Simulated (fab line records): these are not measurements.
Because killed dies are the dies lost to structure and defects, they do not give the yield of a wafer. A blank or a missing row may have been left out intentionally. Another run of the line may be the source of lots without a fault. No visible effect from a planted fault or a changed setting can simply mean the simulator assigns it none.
fab line records + flow sky130
[record]
- lots = 7
- wafers = 21
- last_day = 50
route steps=708 shown LOCAL_INTERCONNECT@405 CONTACT@406
lots untouched by any fault: they come from a run of this same line in which no faults occurred
start_h: start of the lot's first displayed wafer, in hours after the record's first day + wait_h: hours from the lot's prior step to this one + " the same as in the row above + L1.1+2: a row that stands for several wafers + - either no value or no given start + * or withheld: withheld + < > ~ a bound
route shown NAME@n: names a module that has steps shown in the file, with the first one's number in the route + usual: average and standard deviation across the fault-free wafers + same: alike in all rows + chamber/n: place in a boat + sites: each site's reading + _std_site: their standard deviation + _edge_site: outer sites' mean less inner sites' + radius_mm: how far each site lies from the wafer's centre + mask NAME#n: copy n + behind: the last tool/chamber to shape the wafer + hold: why the lot went on hold/how many hours it stayed there/how the hold came to an end + device: the n, p or np transistor that did not switch + end of line: at the end of the route, the tests of the same wafers + for a step that has no rows: nothing shown but its recipe + killed: the dies lost at the first sort to structure and to defects; this is not the yield of the wafer + map: the dies of a wafer, with x for killed, . for not killed, _ for no die there
set.NAME: the setting as run; set.NAME@STEP: as run at that earlier step + model.NAME: the simulator's own value behind a step, which no gauge read
a table for each step, a row for each wafer; lots at some steps of the route
services: the hour from which a tool's chamber was out of use, counted from the record's first day as start_h (under 0 if before that day), plus the number of hours and why
[[steps]]
[step SKY_LOCAL_INTERCONNECT_CLEAN_18]
[recipe]
- chemistry = O3/DIW
- dry = n2_spin
[step SKY_CONTACT_CVD_00]
[recipe]
- material = Si3N4
- target_thk_nm = 75
- temp_c = 400
- time_s = withheld
- rf_w = 450
[usual]
- heater_power_w = 712/100
| lot.wafer | tool     | chamber | start_h | wait_h | heater_power_w |
|-----------|----------|---------|---------|--------|----------------|
| L539.1    | pecvd-04 | 0       | 731.54  | 0.0    | 701            |
| L539.5    | "        | 0       | "       | "      | 679            |
| L539.6    | "        | 1       | "       | "      | 672            |
| L541.1    | pecvd-03 | 0       | 761.27  | 0.0    | 638            |
| L541.3    | "        | 1       | "       | "      | 809            |
| L541.6    | "        | 0       | "       | "      | 626            |
| L542.2    | pecvd-04 | 0       | 765.29  | 0.0    | 574            |
| L542.4    | "        | 2       | "       | "      | 805            |
| L542.5    | "        | 1       | "       | "      | 733            |
| L543.2    | pecvd-04 | 2       | 774.08  | 0.0    | 789            |
| L543.3    | "        | 1       | "       | "      | 763            |
| L543.6    | "        | 2       | "       | "      | 802            |
| L548.1    | pecvd-03 | 0       | 815.84  | 0.0    | 595            |
| L548.3    | "        | 2       | "       | "      | 719            |
| L548.5    | "        | 1       | "       | "      | 804            |
| L553.1    | pecvd-04 | 2       | 848.56  | 0.0    | 806            |
| L553.4    | "        | 2       | "       | "      | 821            |
| L553.5    | "        | 1       | "       | "      | 779            |
| L558.4    | pecvd-03 | 2       | 892.08  | 0.0    | 685            |
| L558.5    | "        | 1       | "       | "      | 688            |
| L558.6    | "        | 0       | "       | "      | 588            |
[step SKY_CONTACT_THK_MEAS_01]
[recipe]
- reads = Si3N4_of_CONTACT_CVD_00
[usual]
- CONTACT_CVD_00_THK = 74.5/1.2
| lot.wafer | tool          | chamber | start_h | wait_h | CONTACT_CVD_00_THK[nm] |
|-----------|---------------|---------|---------|--------|------------------------|
| L539.1    | film_metro-01 | -       | 731.57  | -      | 73.1                   |
| L539.5    | "             | -       | "       | "      | 74.5                   |
| L539.6    | "             | -       | "       | "      | 74.3                   |
| L541.1    | film_metro-02 | -       | 761.31  | -      | 72.9                   |
| L541.3    | "             | -       | "       | "      | 74.7                   |
| L541.6    | "             | -       | "       | "      | 74.6                   |
| L542.2    | film_metro-01 | -       | 765.33  | -      | 72.0                   |
| L542.4    | "             | -       | "       | "      | 75.4                   |
| L542.5    | "             | -       | "       | "      | 73.8                   |
| L543.2    | film_metro-02 | -       | 774.12  | -      | 75.1                   |
| L543.3    | "             | -       | "       | "      | 72.9                   |
| L543.6    | "             | -       | "       | "      | 75.5                   |
| L548.1    | film_metro-02 | -       | 815.87  | -      | 72.3                   |
| L548.3    | "             | -       | "       | "      | 73.0                   |
| L548.5    | "             | -       | "       | "      | 75.6                   |
| L553.1    | film_metro-01 | -       | 848.59  | -      | 76.0                   |
| L553.4    | "             | -       | "       | "      | 76.8                   |
| L553.5    | "             | -       | "       | "      | 76.0                   |
| L558.4    | film_metro-03 | -       | 892.12  | -      | 74.6                   |
| L558.5    | "             | -       | "       | "      | 76.4                   |
| L558.6    | "             | -       | "       | "      | 75.0                   |
[step SKY_CONTACT_HDPCVD_02]
[recipe]
- material = SiO2
- target_thk_nm = 565
- sigma_open_frac = 0.3
- time_s = 94.2
- temp_c = 600
- sih4_flow_sccm = 60
- pressure_mtorr = 6
[step SKY_CONTACT_THK_MEAS_03]
[recipe]
- reads = SiO2_of_CONTACT_HDPCVD_02
[usual]
- CONTACT_HDPCVD_THK = 566/7
| lot.wafer | tool          | chamber | start_h | wait_h | CONTACT_HDPCVD_THK[nm] |
|-----------|---------------|---------|---------|--------|------------------------|
| L539.1    | film_metro-03 | -       | 731.70  | 0.0    | 562                    |
| L539.5    | "             | -       | "       | "      | 568                    |
| L539.6    | "             | -       | "       | "      | 563                    |
| L541.1    | film_metro-03 | -       | 761.44  | 0.0    | 561                    |
| L541.3    | "             | -       | "       | "      | 572                    |
| L541.6    | "             | -       | "       | "      | 557                    |
| L542.2    | film_metro-02 | -       | 765.46  | 0.0    | 567                    |
| L542.4    | "             | -       | "       | "      | 566                    |
| L542.5    | "             | -       | "       | "      | 568                    |
| L543.2    | film_metro-03 | -       | 774.25  | 0.0    | 572                    |
| L543.3    | "             | -       | "       | "      | 563                    |
| L543.6    | "             | -       | "       | "      | 563                    |
| L548.1    | film_metro-03 | -       | 816.00  | 0.0    | 568                    |
| L548.3    | "             | -       | "       | "      | 563                    |
| L548.5    | "             | -       | "       | "      | 574                    |
| L553.1    | film_metro-02 | -       | 848.72  | 0.0    | 563                    |
| L553.4    | "             | -       | "       | "      | 566                    |
| L553.5    | "             | -       | "       | "      | 575                    |
| L558.4    | film_metro-02 | -       | 892.25  | 0.0    | 570                    |
| L558.5    | "             | -       | "       | "      | 552                    |
| L558.6    | "             | -       | "       | "      | 562                    |
[step SKY_CONTACT_CMP_04]
[recipe]
- material = SiO2
- down_force_psi = 4
- platen_rpm = 60
- pad_velocity_m_s = 0.94248
[usual]
- motor_current_A = 11.3/0.97
- time_to_endpoint_s = 85/5
| lot.wafer | tool   | chamber | start_h | wait_h | motor_current_A | time_to_endpoint_s |
|-----------|--------|---------|---------|--------|-----------------|--------------------|
| L539.1    | cmp-01 | 0       | 731.76  | 0.1    | 11.1            | 78                 |
| L539.6    | "      | 0       | "       | "      | 11.0            | 80                 |
| L539.5    | "      | 1       | "       | "      | 9.0             | 86                 |
| L541.3    | cmp-02 | 3       | 761.50  | 0.0    | 11.8            | 88                 |
| L541.1    | "      | 0       | "       | "      | 10.9            | 79                 |
| L541.6    | "      | 3       | "       | "      | 11.9            | 82                 |
| L542.4    | cmp-02 | 2       | 765.51  | 0.0    | 12.9            | 83                 |
| L542.2    | "      | 3       | "       | "      | 11.5            | 85                 |
| L542.5    | "      | 2       | "       | "      | 11.7            | 83                 |
| L543.2    | cmp-02 | 3       | 774.30  | 0.0    | 11.5            | 88                 |
| L543.3    | "      | 0       | "       | "      | 10.7            | 81                 |
| L543.6    | "      | 3       | "       | "      | 11.7            | 84                 |
| L548.1    | cmp-02 | 3       | 816.11  | 0.1    | 12.1            | 85                 |
| L548.3    | "      | 1       | "       | "      | 12.1            | 84                 |
| L548.5    | "      | 3       | "       | "      | 12.1            | 88                 |
| L553.4    | cmp-01 | 0       | 848.78  | 0.0    | 10.9            | 83                 |
| L553.1    | "      | 2       | "       | "      | 12.6            | 84                 |
| L553.5    | "      | 1       | "       | "      | 9.7             | 94                 |
| L558.4    | cmp-01 | 0       | 892.43  | 0.2    | 11.2            | 86                 |
| L558.5    | "      | 1       | "       | "      | 9.6             | 88                 |
| L558.6    | "      | 2       | "       | "      | 12.3            | 83                 |
[step SKY_CONTACT_BOW_MEAS_05]
[recipe]
- mode = bow
[usual]
- CONTACT_BOW = 83/7.3
| lot.wafer | tool          | chamber | start_h | wait_h | CONTACT_BOW[um] |
|-----------|---------------|---------|---------|--------|-----------------|
| L539.1    | film_metro-03 | -       | 732.06  | 0.2    | 86              |
| L539.5    | "             | -       | "       | "      | 86              |
| L539.6    | "             | -       | "       | "      | 80              |
| L541.1    | film_metro-02 | -       | 761.80  | 0.2    | 76              |
| L541.3    | "             | -       | "       | "      | 73              |
| L541.6    | "             | -       | "       | "      | 80              |
| L542.2    | film_metro-01 | -       | 765.83  | 0.2    | 85              |
| L542.4    | "             | -       | "       | "      | 80              |
| L542.5    | "             | -       | "       | "      | 74              |
| L543.2    | film_metro-01 | -       | 774.62  | 0.3    | 70              |
| L543.3    | "             | -       | "       | "      | 78              |
| L543.6    | "             | -       | "       | "      | 77              |
| L548.1    | film_metro-01 | -       | 816.36  | 0.2    | 67              |
| L548.3    | "             | -       | "       | "      | 83              |
| L548.5    | "             | -       | "       | "      | 83              |
| L553.1    | film_metro-01 | -       | 849.08  | 0.1    | 96              |
| L553.4    | "             | -       | "       | "      | 81              |
| L553.5    | "             | -       | "       | "      | 81              |
| L558.4    | film_metro-01 | -       | 892.64  | 0.2    | 72              |
| L558.5    | "             | -       | "       | "      | 83              |
| L558.6    | "             | -       | "       | "      | 87              |
[step SKY_CONTACT_DEHYDRATE_06]
[recipe]
- temp_c = 200
- time_s = 60
[step SKY_CONTACT_HMDS_07]
[recipe]
- prime_time_s = 60
- prime_temp_c = 120
[step SKY_CONTACT_COAT_08]
[recipe]
- resist = BARC
- temp_c = withheld
- time_s = withheld
- spin_rpm = 3000
- resist_thk_nm = 60
[step SKY_CONTACT_COAT_09]
[recipe]
- resist = KrF-thick
- spin_rpm = 3000
- resist_thk_nm = 450
[step SKY_CONTACT_SOFTBAKE_10]
[recipe]
- temp_c = 100
- time_s = 91.97
- resist = KrF-thick
[usual]
- plate_sensor_t_centre_C = 100.88/0.011
- plate_sensor_t_edge_C = 100.95/0.011
| lot.wafer | tool           | chamber | start_h | wait_h | plate_sensor_t_centre_C | plate_sensor_t_edge_C |
|-----------|----------------|---------|---------|--------|-------------------------|-----------------------|
| L539.1    | litho_track-01 | 0       | -       | -      | 100.89                  | 100.95                |
| L539.5    | "              | 0       | "       | "      | 100.88                  | 100.95                |
| L539.6    | "              | 0       | "       | "      | 100.90                  | 100.97                |
| L541.1    | litho_track-03 | 0       | -       | -      | 100.89                  | 100.95                |
| L541.3    | "              | 0       | "       | "      | 100.89                  | 100.95                |
| L541.6    | "              | 0       | "       | "      | 100.89                  | 100.96                |
| L542.2    | litho_track-01 | 0       | -       | -      | 100.89                  | 100.96                |
| L542.4    | "              | 0       | "       | "      | 100.89                  | 100.96                |
| L542.5    | "              | 0       | "       | "      | 100.86                  | 100.97                |
| L543.2    | litho_track-03 | 0       | -       | -      | 100.88                  | 100.97                |
| L543.3    | "              | 0       | "       | "      | 100.90                  | 100.95                |
| L543.6    | "              | 0       | "       | "      | 100.89                  | 100.95                |
| L548.1    | litho_track-04 | 0       | -       | -      | 100.87                  | 100.95                |
| L548.3    | "              | 0       | "       | "      | 100.89                  | 100.95                |
| L548.5    | "              | 0       | "       | "      | 100.88                  | 100.96                |
| L553.1    | litho_track-01 | 0       | -       | -      | 100.88                  | 100.97                |
| L553.4    | "              | 0       | "       | "      | 100.88                  | 100.95                |
| L553.5    | "              | 0       | "       | "      | 100.89                  | 100.94                |
| L558.4    | litho_track-04 | 0       | -       | -      | 100.88                  | 100.95                |
| L558.5    | "              | 0       | "       | "      | 100.87                  | 100.98                |
| L558.6    | "              | 0       | "       | "      | 100.90                  | 100.95                |
[step SKY_CONTACT_EXPOSE_11]
[recipe]
- mask_id = CTM1
- na = 0.8
- source_shape = annular
- sigma_inner = 0.55
- sigma_outer = 0.85
- target_cd_nm = 170
- dose_mj = 38
[usual]
- exposure_dose_mJ_cm2 = 38.00/0.036
- focus_offset_nm = 0.1/0.5
| lot.wafer | tool           | chamber | start_h | wait_h | mask   | exposure_dose_mJ_cm2 | focus_offset_nm |
|-----------|----------------|---------|---------|--------|--------|----------------------|-----------------|
| L539.1    | krf_scanner-02 | 0       | 746.15  | -      | CTM1#0 | 38.03                | -0.2            |
| L539.5    | "              | 0       | "       | "      | CTM1#0 | 38.03                | 0.6             |
| L539.6    | "              | 0       | "       | "      | CTM1#0 | 38.04                | 1.1             |
| L541.1    | krf_scanner-02 | -       | 775.57  | -      | CTM1#0 | -                    | -               |
| L541.3    | "              | -       | "       | "      | CTM1#0 | -                    | -               |
| L541.6    | "              | -       | "       | "      | CTM1#0 | -                    | -               |
| L542.2    | krf_scanner-01 | -       | 780.29  | -      | CTM1#0 | -                    | -               |
| L542.4    | "              | -       | "       | "      | CTM1#0 | -                    | -               |
| L542.5    | "              | -       | "       | "      | CTM1#0 | -                    | -               |
| L543.2    | krf_scanner-01 | -       | 787.82  | -      | CTM1#0 | -                    | -               |
| L543.3    | "              | -       | "       | "      | CTM1#0 | -                    | -               |
| L543.6    | "              | -       | "       | "      | CTM1#0 | -                    | -               |
| L548.1    | krf_scanner-02 | 0       | 829.45  | -      | CTM1#0 | 38.04                | 0.6             |
| L548.3    | "              | 0       | "       | "      | CTM1#0 | 38.05                | 0.0             |
| L548.5    | "              | 0       | "       | "      | CTM1#0 | 38.04                | -0.3            |
| L553.1    | krf_scanner-01 | 0       | 862.87  | -      | CTM1#0 | 37.96                | -0.4            |
| L553.4    | "              | 0       | "       | "      | CTM1#0 | 37.99                | 0.1             |
| L553.5    | "              | 0       | "       | "      | CTM1#0 | 38.00                | -0.8            |
| L558.4    | krf_scanner-02 | 0       | 904.83  | -      | CTM1#0 | 37.91                | -0.8            |
| L558.5    | "              | 0       | "       | "      | CTM1#0 | 37.98                | 0.6             |
| L558.6    | "              | 0       | "       | "      | CTM1#0 | 37.96                | 1.3             |
[step SKY_CONTACT_PEB_12]
[recipe]
- peb_temp_c = withheld
- peb_time_s = withheld
- resist = KrF-thick
[[services]]
| tool           | chamber | start_h | hours | kind   |
|----------------|---------|---------|-------|--------|
| pecvd-04       | -       | 717.96  | 0.5   | repair |
| krf_scanner-02 | -       | 719.14  | 0.7   | repair |
| krf_scanner-02 | -       | 721.52  | 1.5   | repair |
| cmp-02         | -       | 728.25  | 11.5  | repair |
| krf_scanner-02 | -       | 728.86  | 1.0   | pm     |
| krf_scanner-01 | -       | 736.15  | 4.3   | repair |
| cmp-01         | -       | 740.62  | 1.4   | repair |
| cmp-02         | -       | 744.28  | 4.0   | pm     |
| krf_scanner-01 | -       | 757.92  | 4.0   | pm     |
| krf_scanner-02 | -       | 766.70  | 8.5   | repair |
| pecvd-03       | -       | 773.35  | 6.0   | pm     |
| krf_scanner-02 | -       | 779.24  | 11.6  | pm     |
| cmp-01         | -       | 782.77  | 6.5   | pm     |
| krf_scanner-01 | -       | 790.79  | 0.8   | pm     |
| krf_scanner-02 | -       | 793.92  | 0.8   | pm     |
| pecvd-03       | -       | 794.54  | 0.3   | repair |
| pecvd-04       | 2       | 806.43  | 5.6   | repair |
| cmp-02         | -       | 825.01  | 0.3   | repair |
| cmp-01         | -       | 828.08  | 0.4   | repair |
| krf_scanner-01 | -       | 830.90  | 4.6   | repair |
| cmp-01         | -       | 840.32  | 3.9   | repair |
| krf_scanner-02 | -       | 855.11  | 1.3   | pm     |
| cmp-02         | -       | 858.69  | 2.2   | repair |
| krf_scanner-02 | -       | 897.86  | 1.0   | pm     |
[[key]]
[first_sign]
- step = SKY_CONTACT_EXPOSE_11
- reading = tool_record
- direction = missing
effect none on later readings
met_at SKY_CONTACT_EXPOSE_11
struck_wafers L541.1,L541.3,L541.6,L542.2,L542.4,L542.5,L543.2,L543.3,L543.6
later_rows_left_out L541.1,L541.3,L541.6,L542.2,L542.4,L542.5,L543.2,L543.3,L543.6
sort_left_out L541.1,L541.3,L541.6,L542.2,L542.4,L542.5,L543.2,L543.3,L543.6
tester_left_out L541,L542,L543
onset_between 746.15 775.57
[fault]
- kind = skipped_step_whole
- tool = krf_scanner-01,krf_scanner-02
- chamber = -
- onset_h = 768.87
- steps = SKY_CONTACT_EXPOSE_11
- scope = struck_lots_only
// tester_left_out: of these lots the tester's yield and bins aren't shown, on N5 and GAA mostly nor the transistor test; their killed dies are dies lost to structure and defects alone, not to doping, threshold or leakage, so they don't give the yield
// sort_left_out: the simulated sort isn't trusted on such a fault, so these wafers' sort isn't shown, and their yield isn't known
// later_rows_left_out: the simulator's readings of these wafers behind a module that went badly wrong aren't trusted and aren't shown, but for the sort
